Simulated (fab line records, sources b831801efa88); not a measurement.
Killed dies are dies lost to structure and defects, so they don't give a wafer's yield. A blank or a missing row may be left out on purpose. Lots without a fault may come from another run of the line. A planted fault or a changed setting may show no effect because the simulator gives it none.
One fault seen from 2 desks | flow gf180mcu | each desk has only its own numbers; what lay behind them comes last

THE TOOL OWNER'S DESK: wet_bench-03
The tool's own readings at GF_PSD_CLEAN_12 (cleans in SC1/SC2, time 150 s): means of the sampled wafers that have a number, for each lot that ran on this tool. A lot is out of limits, marked OUT, if its mean lies more than 4 standard deviations from the usual mean; the brackets give that distance.
Columns: A = run_length_s at GF_PSD_CLEAN_12, usual 178 s
lot  | first seen here | A
L138 | day 16 19:05    | 178
L140 | day 17 16:08    | 176
L143 | day 18 16:19    | 183
L150 | day 21 11:31    | 41 (-38) OUT
L152 | day 21 19:13    | 42 (-38) OUT
This desk's finding: out of limits on L150, L152; first on L150, day 21 11:31 (run_length_s at GF_PSD_CLEAN_12). In limits: L138, L140, L143.

THE METROLOGY DESK
What the gauges read, lot by lot, whatever tool the lot ran on: means of the sampled wafers that have a number. A lot is out of limits, marked OUT, if its mean lies more than 4 standard deviations from the usual mean; the brackets give that distance.
Columns: A = cd_nm at GF_PSD_CD_MEAS_07, usual 400.2 nm; B = PSD_OVL at GF_PSD_OVL_MEAS_08, usual 0.8 nm; C = PSD_TW at GF_PSD_TW_MEAS_11, usual 3147
lot  | first seen here | A     | B   | C
L138 | day 16 18:37    | 400.8 | 1.6 | 3106
L139 | day 17 03:04    | 398.9 | 1.2 | 3179
L140 | day 17 15:40    | 399.0 | 0.2 | 3123
L143 | day 18 15:52    | 396.2 | 1.6 | 3146
L150 | day 21 11:04    | 400.1 | 0.5 | 3173
L152 | day 21 18:45    | 400.5 | 1.1 | 3167
This desk's finding: nothing out of limits on any of the 6 lots.

PUT TOGETHER
The tool owner's desk could have raised an alarm at day 21 11:31, on L150, L152.
The metrology desk saw nothing out of limits.
The metrology desk has L150, L152 on record, within its limits.
Of the lots named, all ran GF_PSD_CLEAN_12 on wet_bench-03.

WHAT THE SIMULATOR HAD PUT IN
Process parameter drift: wet_bench-03, from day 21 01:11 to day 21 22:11, at GF_PSD_CLEAN_12. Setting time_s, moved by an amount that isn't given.
Lots struck among those shown: L150, L152.
Hours from the fault's start to each desk's first reading out of limits: the tool owner's desk, 10.
